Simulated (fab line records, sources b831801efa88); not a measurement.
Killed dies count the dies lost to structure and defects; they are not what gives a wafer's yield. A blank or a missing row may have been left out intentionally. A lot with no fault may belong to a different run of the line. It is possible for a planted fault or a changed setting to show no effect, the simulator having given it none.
Which tool was responsible? + flow sfq_line + Sampling: 7 lots, 21 wafers, 4 of 325 route steps

WHAT EACH GAUGE READ, for each wafer
SFQ_M2_RS_MEAS_914: the measuring method here is four-point-probe.
| lot  | measured     | on            | M2_NB_RS (ohm/sq) |
|------|--------------|---------------|-------------------|
| L549 | day 31 01:29 | film_metro-04 | 0.900 0.883 0.884 |
| L555 | day 32 20:38 | film_metro-04 | 0.888 0.879 1.452 |
| L562 | day 36 14:38 | film_metro-04 | 0.881 0.884 0.886 |
| L565 | day 37 14:38 | film_metro-03 | 0.886 0.884 0.894 |
| L567 | day 38 10:18 | film_metro-04 | 0.890 0.881 0.877 |
| L569 | day 38 18:42 | film_metro-02 | 0.881 0.881 0.891 |
| L571 | day 39 09:08 | film_metro-02 | 0.883 0.888 0.882 |

EACH LOT AND THE TOOL THAT RAN IT (in order: tool; ch and the chambers of the sampled wafers; start)
| lot  | SFQ_TRILAYER_L0_VIA_STRIP_STRIP_017 | SFQ_TRILAYER_I0_DEP_PECVD_027   | SFQ_TRILAYER_M2_DEP_SPUTTER_055 |
|------|-------------------------------------|---------------------------------|---------------------------------|
| L549 | rie_metal-01 ch 0, day 8 03:07      | pecvd-03 ch 0,1, day 12 18:58   | pvd_sputter-05, day 31 01:21    |
| L555 | rie_metal-01 ch 0,1, day 9 18:26    | pecvd-03 ch 0,1,2, day 14 22:17 | pvd_sputter-04, day 32 20:33    |
| L562 | rie_metal-01 ch 0,1, day 11 19:46   | pecvd-03 ch 0,1, day 17 05:17   | pvd_sputter-06, day 36 14:31    |
| L565 | rie_metal-03 ch 0,1, day 13 01:52   | pecvd-04 ch 0,2, day 18 20:23   | pvd_sputter-05, day 37 14:32    |
| L567 | rie_metal-04 ch 0,1, day 13 23:28   | pecvd-02 ch 0,1,2, day 19 21:59 | pvd_sputter-04, day 38 10:12    |
| L569 | rie_metal-04 ch 0,1, day 14 07:01   | pecvd-03 ch 0,1,2, day 20 07:35 | pvd_sputter-04, day 38 18:36    |
| L571 | rie_metal-01 ch 0,1, day 14 20:25   | pecvd-04 ch 0,1,2, day 21 00:23 | pvd_sputter-04, day 39 09:00    |
- SFQ_TRILAYER_L0_VIA_STRIP_STRIP_017: strips in O2.
- SFQ_TRILAYER_I0_DEP_PECVD_027: deposits SiO2 from SiH4/N2O, time 111.11 s, target thk 500 nm.
- SFQ_TRILAYER_M2_DEP_SPUTTER_055: material Nb, target thk 200 nm, time 133.3 s.

THE ANSWER, worked out from the rows above alone
Rule: usual is defined by the lots themselves. The widest of any qualifying gaps counts: lots, ordered by their means at a reading, are off when they make up no more than a third of the lots, leave a main group of 4 or more, and stand apart from it by 3 or more times the standard deviation of that group's means. If all means in a main group match to the digits the tables above print for the reading, that group is not used. Also off: a lot with no number at a reading for which 4 or more lots have one. Any other lot the step has rows for is counted as sound.
Off: L555, seen at SFQ_M2_RS_MEAS_914 (M2_NB_RS). The main group: mean 0.885 ohm/sq, standard deviation 0.0023.
If a tool, at a process step before that reading, ran all the lots that are off and no sound lot after the first of them, it fits. Gauges at SFQ_M2_RS_MEAS_914: tried the same way as those tools. Not one of the candidates tried fits.

WHAT WAS PUT IN BY THE SIMULATOR
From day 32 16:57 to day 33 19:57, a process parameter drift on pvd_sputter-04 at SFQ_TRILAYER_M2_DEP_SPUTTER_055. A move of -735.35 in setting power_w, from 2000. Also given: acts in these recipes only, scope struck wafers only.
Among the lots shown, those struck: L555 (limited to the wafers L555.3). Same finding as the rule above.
